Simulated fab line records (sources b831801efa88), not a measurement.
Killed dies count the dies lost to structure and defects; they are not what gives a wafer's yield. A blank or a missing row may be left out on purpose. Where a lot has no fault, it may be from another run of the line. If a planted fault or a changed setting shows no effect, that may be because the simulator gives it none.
fab line records :: flow sky130
[record]
  lots = 6
  wafers = 18
  last_day = 51
route steps=708 shown CAP2M@615 METAL4@621
lots that met no fault: taken from a fault-free run of the same line
start_h: the number of hours between the record's first day and the start of the first shown wafer of the lot :: wait_h: time in hours since the lot's previous step :: " repeats the value in the row above :: L1.1+2: a single row standing in for several wafers :: - no value, or no start was given :: * or withheld: withheld :: < > ~ a bound
route shown NAME@n: a module of which the file shows steps, and the number in the route of the first :: usual: mean/standard deviation of fault-free wafers :: same: alike in all rows :: chamber/n: place in a boat :: sites: each site's reading :: _std_site: the standard deviation of these :: _edge_site: mean of outer sites minus mean of inner sites :: radius_mm: for every site, how far away it sits from the centre of the wafer :: mask NAME#n: copy n :: behind: the most recent tool/chamber to have shaped the wafer :: hold: what put the lot on hold/how long, in hours/how the hold closed :: device: the transistor (n, p or np) that didn't switch :: end of line: the same wafers' tests at the end of the route :: step lacking rows: just its recipe :: killed: the dies lost at the first sort to structure and to defects; this is not the yield of the wafer :: map: shows each die of a wafer: x if killed, . if not, _ if none is there
set.NAME: the setting the step ran with; set.NAME@STEP: the setting that earlier step ran with :: model.NAME: the simulator's own value behind a step, which no gauge read
lots at selected steps of the route; one table per step, one row per wafer
services: a tool's chamber out of use, with start hour (start_h, from the record's first day; less than 0 if before it), hours out, and reason
[[steps]]
[step SKY_CAP2M_OVL_MEAS_12]
[usual]
  CAP2M_OVL = 1.2/1.2
lot.wafer: L157.1
tool: overlay-01
chamber: -
start_h: 1051.75
wait_h: 0.1
CAP2M_OVL[nm]: 1.2

lot.wafer: L157.2
tool: overlay-01
chamber: -
start_h: 1051.75
wait_h: 0.1
CAP2M_OVL[nm]: 3.0

lot.wafer: L157.5
tool: overlay-01
chamber: -
start_h: 1051.75
wait_h: 0.1
CAP2M_OVL[nm]: 1.2

lot.wafer: L158.1
tool: overlay-02
chamber: -
start_h: 1057.37
wait_h: 0.1
CAP2M_OVL[nm]: -0.3

lot.wafer: L158.2
tool: overlay-02
chamber: -
start_h: 1057.37
wait_h: 0.1
CAP2M_OVL[nm]: 0.5

lot.wafer: L158.3
tool: overlay-02
chamber: -
start_h: 1057.37
wait_h: 0.1
CAP2M_OVL[nm]: 0.4

lot.wafer: L163.1
tool: overlay-01
chamber: -
start_h: 1094.05
wait_h: 0.1
CAP2M_OVL[nm]: 1.4

lot.wafer: L163.5
tool: overlay-01
chamber: -
start_h: 1094.05
wait_h: 0.1
CAP2M_OVL[nm]: 2.3

lot.wafer: L163.6
tool: overlay-01
chamber: -
start_h: 1094.05
wait_h: 0.1
CAP2M_OVL[nm]: 1.5

lot.wafer: L164.2
tool: overlay-01
chamber: -
start_h: 1099.90
wait_h: 0.1
CAP2M_OVL[nm]: 0.2

lot.wafer: L164.4
tool: overlay-01
chamber: -
start_h: 1099.90
wait_h: 0.1
CAP2M_OVL[nm]: 1.6

lot.wafer: L164.5
tool: overlay-01
chamber: -
start_h: 1099.90
wait_h: 0.1
CAP2M_OVL[nm]: -0.2

lot.wafer: L169.2
tool: overlay-02
chamber: -
start_h: 1117.52
wait_h: 0.1
CAP2M_OVL[nm]: 0.2

lot.wafer: L169.4
tool: overlay-02
chamber: -
start_h: 1117.52
wait_h: 0.1
CAP2M_OVL[nm]: 0.2

lot.wafer: L169.5
tool: overlay-02
chamber: -
start_h: 1117.52
wait_h: 0.1
CAP2M_OVL[nm]: 0.7

lot.wafer: L172.1
tool: overlay-01
chamber: -
start_h: 1129.25
wait_h: 0.1
CAP2M_OVL[nm]: 0.8

lot.wafer: L172.4
tool: overlay-01
chamber: -
start_h: 1129.25
wait_h: 0.1
CAP2M_OVL[nm]: 0.3

lot.wafer: L172.6
tool: overlay-01
chamber: -
start_h: 1129.25
wait_h: 0.1
CAP2M_OVL[nm]: 0.4
[step SKY_CAP2M_METAL_ETCH_13]
[recipe]
  target_depth_nm = 220
  stop_on = SiO2
  chemistry = Cl2/BCl3
  target = TiN
  pressure_mtorr = 10
  icp_w = 900
  bias_w = 48.5
  Cl2_flow_sccm = 60
  bcl3_flow_sccm = 30
  time_s = 62.9
[usual]
  drypump_motor_current_A = 5.6/0.47
  oes_product_au = 0.941/0.0073
  throttle_valve_pct = 21.902/0.0098
[same]
  time_s = 62.9
lot.wafer: L157.1
tool: rie_metal-02
chamber: 1
start_h: 1051.78
wait_h: 0.0
drypump_motor_current_A: 5.6
oes_product_au: 0.948
rf_hours_counter_h: 15
throttle_valve_pct: 21.886

lot.wafer: L157.2
tool: rie_metal-02
chamber: 0
start_h: 1051.78
wait_h: 0.0
drypump_motor_current_A: 6.1
oes_product_au: 0.950
rf_hours_counter_h: 7
throttle_valve_pct: 21.899

lot.wafer: L157.5
tool: rie_metal-02
chamber: 0
start_h: 1051.78
wait_h: 0.0
drypump_motor_current_A: 6.1
oes_product_au: 0.957
rf_hours_counter_h: -
throttle_valve_pct: 21.902

lot.wafer: L158.1
tool: rie_metal-02
chamber: 1
start_h: 1057.40
wait_h: 0.0
drypump_motor_current_A: 5.6
oes_product_au: 0.951
rf_hours_counter_h: 16
throttle_valve_pct: 21.910

lot.wafer: L158.2
tool: rie_metal-02
chamber: 1
start_h: 1057.40
wait_h: 0.0
drypump_motor_current_A: 5.6
oes_product_au: 0.938
rf_hours_counter_h: -
throttle_valve_pct: 21.909

lot.wafer: L158.3
tool: rie_metal-02
chamber: 1
start_h: 1057.40
wait_h: 0.0
drypump_motor_current_A: 5.6
oes_product_au: 0.945
rf_hours_counter_h: -
throttle_valve_pct: 21.906

lot.wafer: L163.1
tool: rie_metal-03
chamber: 1
start_h: 1094.08
wait_h: 0.0
drypump_motor_current_A: 4.6
oes_product_au: 0.934
rf_hours_counter_h: 2
throttle_valve_pct: 21.889

lot.wafer: L163.5
tool: rie_metal-03
chamber: 0
start_h: 1094.08
wait_h: 0.0
drypump_motor_current_A: 5.8
oes_product_au: 0.936
rf_hours_counter_h: -
throttle_valve_pct: 21.909

lot.wafer: L163.6
tool: rie_metal-03
chamber: 1
start_h: 1094.08
wait_h: 0.0
drypump_motor_current_A: 4.7
oes_product_au: 0.928
rf_hours_counter_h: -
throttle_valve_pct: 21.902

lot.wafer: L164.2
tool: rie_metal-03
chamber: 0
start_h: 1099.93
wait_h: 0.0
drypump_motor_current_A: 5.8
oes_product_au: 0.939
rf_hours_counter_h: 5
throttle_valve_pct: 21.919

lot.wafer: L164.4
tool: rie_metal-03
chamber: 1
start_h: 1099.93
wait_h: 0.0
drypump_motor_current_A: 4.6
oes_product_au: 0.936
rf_hours_counter_h: -
throttle_valve_pct: 21.885

lot.wafer: L164.5
tool: rie_metal-03
chamber: 0
start_h: 1099.93
wait_h: 0.0
drypump_motor_current_A: 5.8
oes_product_au: 0.936
rf_hours_counter_h: -
throttle_valve_pct: 21.884

lot.wafer: L169.2
tool: rie_metal-01
chamber: 1
start_h: 1117.58
wait_h: 0.0
drypump_motor_current_A: 5.3
oes_product_au: 0.938
rf_hours_counter_h: -
throttle_valve_pct: 21.897

lot.wafer: L169.4
tool: rie_metal-01
chamber: 1
start_h: 1117.58
wait_h: 0.0
drypump_motor_current_A: 5.3
oes_product_au: 0.952
rf_hours_counter_h: -
throttle_valve_pct: 21.890

lot.wafer: L169.5
tool: rie_metal-01
chamber: 1
start_h: 1117.58
wait_h: 0.0
drypump_motor_current_A: 5.3
oes_product_au: 0.941
rf_hours_counter_h: -
throttle_valve_pct: 21.915

lot.wafer: L172.1
tool: rie_metal-03
chamber: 0
start_h: 1129.29
wait_h: 0.0
drypump_motor_current_A: 5.9
oes_product_au: 0.929
rf_hours_counter_h: 7
throttle_valve_pct: 21.900

lot.wafer: L172.4
tool: rie_metal-03
chamber: 0
start_h: 1129.29
wait_h: 0.0
drypump_motor_current_A: 5.8
oes_product_au: 0.933
rf_hours_counter_h: -
throttle_valve_pct: 21.905

lot.wafer: L172.6
tool: rie_metal-03
chamber: 0
start_h: 1129.29
wait_h: 0.0
drypump_motor_current_A: 5.9
oes_product_au: 0.929
rf_hours_counter_h: -
throttle_valve_pct: 21.919
[step SKY_CAP2M_STRIP_14]
[recipe]
  chemistry = O2/N2
  power_w = 1400
  pressure_mtorr = 1500
  platen_temp_c = withheld
  o2_flow_sccm = 3000
  n2_flow_sccm = 300
  overash_fraction = 0.5
[usual]
  drypump_motor_current_A = 5.9/0.37
  oes_product_au = 0.711/0.0047
  strip_time_to_endpoint_s = 12.66/0.047
lot.wafer: L157.1
tool: plasma_asher-03
chamber: 0
start_h: 1051.86
wait_h: 0.1
drypump_motor_current_A: 5.6
oes_product_au: 0.709
rf_hours_counter_h: 92
strip_time_to_endpoint_s: 12.58

lot.wafer: L157.2
tool: plasma_asher-03
chamber: 1
start_h: 1051.86
wait_h: 0.1
drypump_motor_current_A: 6.2
oes_product_au: 0.707
rf_hours_counter_h: 92
strip_time_to_endpoint_s: 12.63

lot.wafer: L157.5
tool: plasma_asher-03
chamber: 1
start_h: 1051.86
wait_h: 0.1
drypump_motor_current_A: 6.3
oes_product_au: 0.708
rf_hours_counter_h: -
strip_time_to_endpoint_s: 12.66

lot.wafer: L158.1
tool: plasma_asher-03
chamber: 0
start_h: 1057.56
wait_h: 0.1
drypump_motor_current_A: 5.6
oes_product_au: 0.711
rf_hours_counter_h: 93
strip_time_to_endpoint_s: 12.60

lot.wafer: L158.2
tool: plasma_asher-03
chamber: 1
start_h: 1057.56
wait_h: 0.1
drypump_motor_current_A: 6.3
oes_product_au: 0.712
rf_hours_counter_h: 93
strip_time_to_endpoint_s: 12.58

lot.wafer: L158.3
tool: plasma_asher-03
chamber: 0
start_h: 1057.56
wait_h: 0.1
drypump_motor_current_A: 5.6
oes_product_au: 0.713
rf_hours_counter_h: -
strip_time_to_endpoint_s: 12.59

lot.wafer: L163.1
tool: plasma_asher-01
chamber: 0
start_h: 1094.16
wait_h: 0.1
drypump_motor_current_A: 5.4
oes_product_au: 0.721
rf_hours_counter_h: 69
strip_time_to_endpoint_s: 12.66

lot.wafer: L163.5
tool: plasma_asher-01
chamber: 0
start_h: 1094.16
wait_h: 0.1
drypump_motor_current_A: 5.4
oes_product_au: 0.712
rf_hours_counter_h: -
strip_time_to_endpoint_s: 12.67

lot.wafer: L163.6
tool: plasma_asher-01
chamber: 1
start_h: 1094.16
wait_h: 0.1
drypump_motor_current_A: 6.2
oes_product_au: 0.708
rf_hours_counter_h: -
strip_time_to_endpoint_s: 12.67

lot.wafer: L164.2
tool: plasma_asher-03
chamber: 0
start_h: 1100.01
wait_h: 0.1
drypump_motor_current_A: 5.6
oes_product_au: 0.703
rf_hours_counter_h: 97
strip_time_to_endpoint_s: 12.60

lot.wafer: L164.4
tool: plasma_asher-03
chamber: 1
start_h: 1100.01
wait_h: 0.1
drypump_motor_current_A: 6.2
oes_product_au: 0.711
rf_hours_counter_h: -
strip_time_to_endpoint_s: 12.62

lot.wafer: L164.5
tool: plasma_asher-03
chamber: 1
start_h: 1100.01
wait_h: 0.1
drypump_motor_current_A: 6.2
oes_product_au: 0.717
rf_hours_counter_h: -
strip_time_to_endpoint_s: 12.59

lot.wafer: L169.2
tool: plasma_asher-01
chamber: 0
start_h: 1117.71
wait_h: 0.1
drypump_motor_current_A: 5.4
oes_product_au: 0.720
rf_hours_counter_h: 72
strip_time_to_endpoint_s: 12.73

lot.wafer: L169.4
tool: plasma_asher-01
chamber: 0
start_h: 1117.71
wait_h: 0.1
drypump_motor_current_A: 5.4
oes_product_au: 0.715
rf_hours_counter_h: -
strip_time_to_endpoint_s: 12.72

lot.wafer: L169.5
tool: plasma_asher-01
chamber: 0
start_h: 1117.71
wait_h: 0.1
drypump_motor_current_A: 5.4
oes_product_au: 0.718
rf_hours_counter_h: -
strip_time_to_endpoint_s: 12.71

lot.wafer: L172.1
tool: plasma_asher-01
chamber: 1
start_h: 1129.37
wait_h: 0.1
drypump_motor_current_A: 6.2
oes_product_au: 0.709
rf_hours_counter_h: 73
strip_time_to_endpoint_s: 12.56

lot.wafer: L172.4
tool: plasma_asher-01
chamber: 0
start_h: 1129.37
wait_h: 0.1
drypump_motor_current_A: 5.4
oes_product_au: 0.710
rf_hours_counter_h: -
strip_time_to_endpoint_s: 12.57

lot.wafer: L172.6
tool: plasma_asher-01
chamber: 1
start_h: 1129.37
wait_h: 0.1
drypump_motor_current_A: 6.2
oes_product_au: 0.713
rf_hours_counter_h: -
strip_time_to_endpoint_s: 12.59
[step SKY_CAP2M_STRIP_15]
[recipe]
  chemistry = post_etch_residue_remover
  time_s = 1200
  temp_c = 72.5
[step SKY_CAP2M_CLEAN_16]
[recipe]
  chemistry = IPA
  time_s = 180
  temp_c = 25
[step SKY_CAP2M_CLEAN_17]
[recipe]
  chemistry = O3/DIW
  dry = n2_spin
[step SKY_METAL4_DEHYDRATE_05]
[recipe]
  temp_c = 200
  time_s = 60
[step SKY_METAL4_HMDS_06]
[recipe]
  prime_time_s = 60
  prime_temp_c = 120
[step SKY_METAL4_COAT_07]
[recipe]
  resist = BARC
  temp_c = withheld
  time_s = withheld
  spin_rpm = 3000
  resist_thk_nm = 60
[step SKY_METAL4_COAT_08]
[recipe]
  resist = KrF-thick
  spin_rpm = 3000
  resist_thk_nm = 1140
[step SKY_METAL4_SOFTBAKE_09]
[recipe]
  temp_c = 100
  time_s = 90
  resist = KrF-thick
[step SKY_METAL4_EXPOSE_10]
[recipe]
  mask_id = MM4
  na = 0.68
  source_shape = annular
  sigma_inner = 0.4
  sigma_outer = 0.8
  target_cd_nm = 300
  dose_mj = 28
[step SKY_METAL4_PEB_11]
[recipe]
  peb_temp_c = withheld
  peb_time_s = withheld
  resist = KrF-thick
[usual]
  chill_plate_temp_C = *
  exhaust_pa = 44.9/0.91
lot.wafer: L157.1
tool: litho_track-04
chamber: 0
start_h: 1074
wait_h: -
chill_plate_temp_C: *
exhaust_pa: 44.1

lot.wafer: L157.2
tool: litho_track-04
chamber: 0
start_h: 1074
wait_h: -
chill_plate_temp_C: *
exhaust_pa: 44.4

lot.wafer: L157.5
tool: litho_track-04
chamber: 0
start_h: 1074
wait_h: -
chill_plate_temp_C: *
exhaust_pa: 45.1

lot.wafer: L158.1
tool: litho_track-01
chamber: 0
start_h: 1079
wait_h: -
chill_plate_temp_C: *
exhaust_pa: 46.7

lot.wafer: L158.2
tool: litho_track-01
chamber: 0
start_h: 1079
wait_h: -
chill_plate_temp_C: *
exhaust_pa: 44.8

lot.wafer: L158.3
tool: litho_track-01
chamber: 0
start_h: 1079
wait_h: -
chill_plate_temp_C: *
exhaust_pa: 45.3

lot.wafer: L163.1
tool: litho_track-01
chamber: -
start_h: 1116
wait_h: -
chill_plate_temp_C: -
exhaust_pa: -

lot.wafer: L163.5
tool: litho_track-01
chamber: -
start_h: 1116
wait_h: -
chill_plate_temp_C: -
exhaust_pa: -

lot.wafer: L163.6
tool: litho_track-01
chamber: -
start_h: 1116
wait_h: -
chill_plate_temp_C: -
exhaust_pa: -

lot.wafer: L164.2
tool: litho_track-01
chamber: -
start_h: 1121
wait_h: -
chill_plate_temp_C: -
exhaust_pa: -

lot.wafer: L164.4
tool: litho_track-01
chamber: -
start_h: 1121
wait_h: -
chill_plate_temp_C: -
exhaust_pa: -

lot.wafer: L164.5
tool: litho_track-01
chamber: -
start_h: 1121
wait_h: -
chill_plate_temp_C: -
exhaust_pa: -

lot.wafer: L169.2
tool: litho_track-02
chamber: 0
start_h: 1139
wait_h: -
chill_plate_temp_C: *
exhaust_pa: 45.3

lot.wafer: L169.4
tool: litho_track-02
chamber: 0
start_h: 1139
wait_h: -
chill_plate_temp_C: *
exhaust_pa: 45.9

lot.wafer: L169.5
tool: litho_track-02
chamber: 0
start_h: 1139
wait_h: -
chill_plate_temp_C: *
exhaust_pa: 45.6

lot.wafer: L172.1
tool: litho_track-04
chamber: 0
start_h: 1149
wait_h: -
chill_plate_temp_C: *
exhaust_pa: 44.2

lot.wafer: L172.4
tool: litho_track-04
chamber: 0
start_h: 1149
wait_h: -
chill_plate_temp_C: *
exhaust_pa: 45.3

lot.wafer: L172.6
tool: litho_track-04
chamber: 0
start_h: 1149
wait_h: -
chill_plate_temp_C: *
exhaust_pa: 44.1
[step SKY_METAL4_DEVELOP_12]
[recipe]
  develop_time_s = 60
  resist = KrF-thick
  dev_temp_c = 21
[[services]]
tool: rie_metal-01
chamber: -
start_h: 1028.09
hours: 14.6
kind: pm

tool: rie_metal-03
chamber: 1
start_h: 1046.11
hours: -
kind: clean

tool: rie_metal-03
chamber: 1
start_h: 1046.11
hours: 23.3
kind: scheduled_down

tool: rie_metal-03
chamber: 1
start_h: 1046.11
hours: 23.3
kind: vent_cycle

tool: rie_metal-02
chamber: 0
start_h: 1052.98
hours: 8.8
kind: repair

tool: rie_metal-03
chamber: -
start_h: 1053.67
hours: 0.7
kind: repair

tool: rie_metal-01
chamber: 1
start_h: 1101.61
hours: 8.2
kind: repair

tool: litho_track-04
chamber: -
start_h: 1101.83
hours: -
kind: consumable_replace:filter

tool: rie_metal-02
chamber: -
start_h: 1147.73
hours: 2.8
kind: pm
[[key]]
[first_sign]
  step = SKY_METAL4_PEB_11
  reading = tool_record
  direction = missing
effect none on later readings
met_at SKY_METAL4_PEB_11
struck_wafers L163.1,L163.5,L163.6,L164.2,L164.4,L164.5
later_rows_left_out L163.1,L163.5,L163.6,L164.2,L164.4,L164.5
sort_left_out L163.1,L163.5,L163.6,L164.2,L164.4,L164.5
onset_between 1079 1116
[fault]
  kind = skipped_step_whole
  tool = litho_track-01
  chamber = -
  onset_h = 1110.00
  steps = SKY_METAL4_PEB_11
  scope = struck_lots_only
// sort_left_out: the simulated sort isn't trusted on such a fault, so these wafers' sort isn't shown, and their yield isn't known
// later_rows_left_out: the simulator's readings of these wafers behind a module that went badly wrong aren't trusted and aren't shown, but for the sort
